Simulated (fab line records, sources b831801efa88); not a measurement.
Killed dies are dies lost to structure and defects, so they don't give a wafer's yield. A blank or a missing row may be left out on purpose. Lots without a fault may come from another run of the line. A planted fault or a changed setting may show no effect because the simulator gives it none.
Which tool did it? | flow sky130 | 11 lots, 33 wafers sampled, at 5 steps of a route of 708

WHAT THE GAUGES READ, wafer by wafer
SKY_FIELD_ISO_CD_MEAS_13: target cd 150 nm.
lot  | measured    | on        | cd_nm (nm)
L913 | day 2 05:37 | cd_sem-02 | 147.8 148.3 148.6
L916 | day 2 20:46 | cd_sem-01 | 149.2 149.5 150.2
L918 | day 3 06:17 | cd_sem-01 | 149.4 149.5 150.0
L920 | day 3 16:01 | cd_sem-02 | 150.1 151.4 150.7
L921 | day 4 01:19 | cd_sem-02 | 151.3 150.7 149.9
L923 | day 4 16:06 | cd_sem-02 | 152.1 151.2 154.1
L926 | day 5 01:59 | cd_sem-02 | 148.6 149.1 149.4
L927 | day 5 07:20 | cd_sem-02 | 151.8 150.5 152.0
L934 | day 6 17:40 | cd_sem-02 | 150.0 150.1 149.5
L935 | day 6 22:25 | cd_sem-01 | 147.7 147.1 147.4
L936 | day 7 03:12 | cd_sem-01 | 149.7 150.0 146.8

SKY_VT_ADJUST_NCORE_TW_MEAS_11.
lot  | measured     | on            | VT_ADJUST_NCORE_TW
L913 | day 8 07:17  | film_metro-04 | 217.0 214.0 215.3
L916 | day 9 03:49  | film_metro-03 | 217.3 218.0 217.4
L918 | day 10 09:08 | film_metro-04 | 214.2 213.6 215.2
L920 | day 10 18:14 | film_metro-04 | 213.3 213.0 213.1
L921 | day 11 07:44 | film_metro-01 | 217.0 216.3 216.5
L923 | day 12 05:15 | film_metro-04 | 209.9 211.6 210.8 211.1 211.1 210.6
L926 | day 12 22:11 | film_metro-01 | 211.8 210.9 211.8 210.7 212.1 211.4
L927 | day 13 03:44 | film_metro-01 | 216.4 215.4 216.5
L934 | day 14 15:28 | film_metro-04 | 215.1 216.8 215.5
L935 | day 14 23:56 | film_metro-03 | 217.5 218.0 217.5
L936 | day 15 08:46 | film_metro-03 | 218.8 217.3 216.9

WHICH TOOL RAN EACH LOT (tool, then ch and the chambers of the sampled wafers, then the start)
lot  | SKY_DNWELL_STRIP_08                 | SKY_NWELL_RTA_28                 | SKY_VT_ADJUST_NCORE_IMPLANT_09
L913 | plasma_asher-04 ch 0,1, day 3 04:26 | rtp_anneal-02 ch 0, day 5 04:29  | implanter-04 ch 0, day 8 07:02
L916 | plasma_asher-02 ch 0,1, day 3 18:33 | rtp_anneal-01 ch 0, day 5 21:25  | implanter-04 ch 0, day 9 03:34
L918 | plasma_asher-03 ch 0,1, day 4 16:20 | rtp_anneal-01 ch 0, day 6 21:50  | implanter-02 ch 0, day 10 08:54
L920 | plasma_asher-03 ch 1, day 4 23:00   | rtp_anneal-02 ch 0, day 7 05:08  | implanter-03 ch 0, day 10 18:01
L921 | plasma_asher-03 ch 0,1, day 5 09:23 | rtp_anneal-01 ch 0, day 7 15:19  | implanter-04 ch 0, day 11 07:31
L923 | plasma_asher-03 ch 0,1, day 6 00:31 | rtp_anneal-02 ch 0, day 8 10:33  | implanter-04 ch 0, day 12 05:02
L926 | plasma_asher-02 ch 0,1, day 6 12:54 | rtp_anneal-02 ch 0, day 9 01:02  | implanter-04 ch 0, day 12 21:56
L927 | plasma_asher-02 ch 0,1, day 6 18:02 | rtp_anneal-02 ch 0, day 9 06:02  | implanter-03 ch 0, day 13 03:29
L934 | plasma_asher-04 ch 0,1, day 7 19:16 | rtp_anneal-01 ch 0, day 10 11:09 | implanter-02 ch 0, day 14 15:13
L935 | plasma_asher-04 ch 0,1, day 8 02:05 | rtp_anneal-02 ch 0, day 10 20:11 | implanter-02 ch 0, day 14 23:41
L936 | plasma_asher-03 ch 0,1, day 8 08:10 | rtp_anneal-02 ch 0, day 11 02:19 | implanter-03 ch 0, day 15 08:31
- SKY_DNWELL_STRIP_08: strips in O2/N2.
- SKY_NWELL_RTA_28: time 30 s.
- SKY_VT_ADJUST_NCORE_IMPLANT_09

WHAT THE TOOLS THEMSELVES READ (means of the sampled wafers that have a number; where no wafer has one, the mark that the record gives instead)
SKY_DNWELL_STRIP_08.
lot  | tool            | drypump_motor_current_A (A) | oes_product_au (a.u.) | strip_time_to_endpoint_s (s)
L913 | plasma_asher-04 | 6.2                         | 0.726                 | 36.86
L916 | plasma_asher-02 | 5.7                         | 0.723                 | 36.84
L918 | plasma_asher-03 | 6.3                         | 0.721                 | 37.01
L920 | plasma_asher-03 | 5.8                         | 0.723                 | 37.02
L921 | plasma_asher-03 | 6.0                         | 0.721                 | 36.97
L923 | plasma_asher-03 | 6.0                         | 0.722                 | 36.96
L926 | plasma_asher-02 | 5.8                         | 0.722                 | 36.96
L927 | plasma_asher-02 | 5.8                         | 0.727                 | 37.09
L934 | plasma_asher-04 | 6.2                         | 0.719                 | 36.81
L935 | plasma_asher-04 | 6.1                         | 0.722                 | 36.80
L936 | plasma_asher-03 | 6.0                         | 0.723                 | 36.80

SKY_NWELL_RTA_28.
lot  | tool          | lamp_power_pct (%) | ramp_down_c_per_s | wafer_temp_C_max
L913 | rtp_anneal-02 | 25.30              | 89.994            | 1054.9
L916 | rtp_anneal-01 | 25.29              | 89.992            | 1054.4
L918 | rtp_anneal-01 | 25.36              | 90.006            | 1054.9
L920 | rtp_anneal-02 | 25.34              | 90.001            | 1054.7
L921 | rtp_anneal-01 | 25.31              | 90.012            | 1054.2
L923 | rtp_anneal-02 | 25.30              | 89.998            | 1054.6
L926 | rtp_anneal-02 | 25.31              | 90.007            | 1054.4
L927 | rtp_anneal-02 | 25.30              | 90.017            | 1055.1
L934 | rtp_anneal-01 | 25.31              | 90.008            | 1055.7
L935 | rtp_anneal-02 | 25.26              | 89.990            | 1054.4
L936 | rtp_anneal-02 | 25.29              | 90.000            | 1055.1

SKY_VT_ADJUST_NCORE_IMPLANT_09.
lot  | tool         | dose_ions_cm2 | faraday_current_uA
L913 | implanter-04 | 2.4032e+12    | 13.70
L916 | implanter-04 | 2.4028e+12    | 13.55
L918 | implanter-02 | 2.3992e+12    | 13.47
L920 | implanter-03 | 2.4015e+12    | 13.38
L921 | implanter-04 | 2.4030e+12    | 13.31
L923 | implanter-04 | 2.2107e+12    | 12.72
L926 | implanter-04 | 2.2125e+12    | 12.36
L927 | implanter-03 | 2.3962e+12    | 13.52
L934 | implanter-02 | 2.3982e+12    | 13.53
L935 | implanter-02 | 2.4029e+12    | 13.57
L936 | implanter-03 | 2.3992e+12    | 13.71

THE ANSWER, worked out from the rows above alone
Rule: what is usual is taken from the lots themselves. Put in order of their means at a reading, lots are off if they are a third of the lots or fewer, leave a main group of 4 or more, and stand apart from it by a gap of 3 or more times the standard deviation of the main group's means; of several such gaps the widest counts. A main group whose means are all the same, to the digits that the tables above print for the reading, isn't used. A lot without any number at a reading at which 4 lots or more have one is off too. The other lots that the step has rows for count as sound. The gauges are gone through in route order, then the tools' own readings, and for those a lot's mean is taken as printed above. The first step at which some lot is off is used, and at that step the reading that is off furthest; a lot without a number counts as furthest.
Off: L923, L926, at SKY_VT_ADJUST_NCORE_IMPLANT_09 (dose_ions_cm2). The main group: mean 2.4007e+12, standard deviation 2.4e+09.
A tool fits if, at that step or a process step before it, it ran every lot that is off, and no sound lot after the first of them. One fits: implanter-04 at SKY_VT_ADJUST_NCORE_IMPLANT_09. Its last sound lot is L921 (day 11 07:31), its first lot that is off L923 (day 12 05:02): a fault that began between those two fits.
The tool's own readings at SKY_VT_ADJUST_NCORE_IMPLANT_09 bear it out: on the lots that are off they differ by more than 5 times the standard deviation of the sound lots' means. dose_ions_cm2 reads 2.2116e+12 there against 2.4007e+12 on the sound lots; faraday_current_uA reads 12.54 there against 13.53 on the sound lots.

WHAT THE SIMULATOR HAD PUT IN
Process parameter drift: implanter-04, from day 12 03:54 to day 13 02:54, at SKY_VT_ADJUST_NCORE_IMPLANT_09. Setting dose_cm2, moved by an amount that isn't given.
Lots struck among those shown: L923, L926. The rule above found the same.
